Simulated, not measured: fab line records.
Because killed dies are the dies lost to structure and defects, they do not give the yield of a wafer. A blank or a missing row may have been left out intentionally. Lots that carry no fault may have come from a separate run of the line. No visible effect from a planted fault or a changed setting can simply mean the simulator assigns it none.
Which tool was responsible? | flow gf180mcu | 6 lots, 18 wafers sampled, at 3 steps of a route of 602

== WHAT THE GAUGES READ, wafer by wafer ==
GF_SAB_THK_MEAS_01.
lot  | measured     | on            | SAB_CVD_00_THK (nm)
L498 | day 15 18:23 | film_metro-02 | 49.9 51.2 51.1
L500 | day 16 09:02 | film_metro-04 | 49.6 50.1 50.2
L502 | day 17 08:53 | film_metro-01 | 49.5 49.8 50.2
L509 | day 19 22:23 | film_metro-04 | 50.0 43.6 51.2
L514 | day 21 06:07 | film_metro-04 | 51.7 51.2 50.9
L516 | day 22 00:24 | film_metro-02 | 51.1 51.0 51.0

== EACH LOT AND THE TOOL THAT RAN IT (in order: tool; ch and the chambers of the sampled wafers; start) ==
lot  | GF_MVSD_STRIP_10                    | GF_SAB_CVD_00
L498 | plasma_asher-02 ch 0,1, day 5 08:49 | pecvd-01 ch 0,1,2, day 15 18:22
L500 | plasma_asher-02 ch 0,1, day 5 21:00 | pecvd-04 ch 0,1,2, day 16 09:01
L502 | plasma_asher-04 ch 0, day 6 09:09   | pecvd-04 ch 1,2, day 17 08:51
L509 | plasma_asher-02 ch 0,1, day 8 04:11 | pecvd-04 ch 0,1,2, day 19 22:22
L514 | plasma_asher-01 ch 0,1, day 9 07:05 | pecvd-01 ch 0,1,2, day 21 06:04
L516 | plasma_asher-02 ch 0,1, day 9 20:14 | pecvd-01 ch 0,1,2, day 22 00:22
- GF_MVSD_STRIP_10: strips in O2/N2.
- GF_SAB_CVD_00: deposits SiO2 from TEOS, target thk 50 nm, time 4.9302 s.

== THE ANSWER, worked out from the rows above alone ==
Rule: the lots themselves supply what counts as usual. Put in order of their means at a reading, lots are off if they are a third of the lots or fewer, leave a main group of 4 or more, and stand apart from it by a gap of 3 or more times the standard deviation of the main group's means; of several such gaps the widest counts. The tables above print the reading to a certain number of digits; a main group whose means all agree to those digits is not used. A lot without any number at a reading at which 4 lots or more have one is off too. The other lots that the step has rows for count as sound.
No lot is off on any of the readings shown, so nothing can be concluded from this.

== WHAT THE SIMULATOR PUT IN ==
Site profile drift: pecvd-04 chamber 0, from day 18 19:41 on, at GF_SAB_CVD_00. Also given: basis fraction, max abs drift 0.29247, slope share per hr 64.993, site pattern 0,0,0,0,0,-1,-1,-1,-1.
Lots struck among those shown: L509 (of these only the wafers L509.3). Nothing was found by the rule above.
